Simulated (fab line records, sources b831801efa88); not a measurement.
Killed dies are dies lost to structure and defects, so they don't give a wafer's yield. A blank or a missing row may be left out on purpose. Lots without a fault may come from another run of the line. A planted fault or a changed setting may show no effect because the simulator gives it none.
Chamber matching | flow gf180mcu | GF_STI_CMP_25 on cmp-02: 4 sister chambers
The step polishes, stops on Si3N4, t overpolish 33 s, target thk 524.6 nm. 16 wafers are shown with their chamber, then 8 later ones without.

WAFERS WITH THEIR CHAMBER
wafer  | chamber | motor_current_A (A) | time_to_endpoint_s (s) | slurry_flow_ml_min
L263.4 | 1       | 11.6                | 125                    | 149.6
L263.5 | 2       | 11.2                | 119                    | 149.5
L263.6 | 1       | 11.9                | 123                    | 149.0
L262.1 | 1       | 12.8                | 122                    | 149.6
L262.3 | 2       | 10.8                | 115                    | 151.0
L262.6 | 2       | 10.8                | 119                    | 149.6
L265.1 | 3       | 12.3                | 121                    | 150.3
L265.5 | 1       | 12.5                | 125                    | 150.0
L265.6 | 0       | 11.9                | 122                    | 150.4
L268.1 | 0       | 11.8                | 123                    | 149.6
L268.4 | 1       | 12.3                | 124                    | 150.0
L268.5 | 2       | 10.2                | 122                    | 150.0
L272.2 | 0       | 11.6                | 119                    | 150.2
L272.5 | 0       | 11.4                | 120                    | 150.5
L279.5 | 0       | 11.0                | 128                    | 150.3
L282.2 | 3       | 12.0                | 126                    | 150.7

SIGNATURES (means of the wafers above)
reading            | chamber 0 | chamber 1 | chamber 2 | chamber 3 | scatter within a chamber
motor_current_A    | 11.540    | 12.220    | 10.750    | 12.150    | 0.406
time_to_endpoint_s | 122.40    | 123.80    | 118.75    | 123.50    | 2.79
slurry_flow_ml_min | 150.200   | 149.640   | 150.025   | 150.500   | 0.471
Rule: a wafer's distance from a chamber is the root of the sum, over the readings, of the square of ((its reading less the chamber's mean) divided by the reading's scatter). The wafer belongs to the nearest chamber; if the next one is less than 2 further off, it can't be placed. The scatter: the root of (the sum of the squares of (reading less its chamber's mean) over the shown wafers, divided by (wafers less chambers)).

WAFERS WITHOUT THEIR CHAMBER
wafer  | motor_current_A (A) | time_to_endpoint_s (s) | slurry_flow_ml_min
L282.5 | 11.5                | 122                    | 150.7
L282.6 | 12.8                | 130                    | 150.1
L284.1 | 12.2                | 123                    | 149.7
L284.2 | 10.6                | 121                    | 150.9
L284.6 | 11.7                | 124                    | 150.0
L285.1 | 11.8                | 121                    | 149.6
L285.2 | 12.5                | 121                    | 150.1
L285.4 | 10.2                | 124                    | 149.2

WHICH CHAMBER EACH WENT THROUGH
wafer  | from the rows above               | in truth
L282.5 | can't be placed: 0 or 3 or 2 or 1 | 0
L282.6 | can't be placed: 1 or 3 or 0      | 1
L284.1 | can't be placed: 1 or 3 or 0      | 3
L284.2 | can't be placed: 2 or 0 or 3      | 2
L284.6 | can't be placed: 0 or 1 or 3      | 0
L285.1 | can't be placed: 1 or 0 or 3 or 2 | 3
L285.2 | can't be placed: 3 or 1 or 0      | 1
L285.4 | can't be placed: 2 or 0           | 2
Placed correctly: 0 of 8. Can't be placed from these rows: 8 (the true chamber is among the candidates in 8). Placed wrongly: 0.
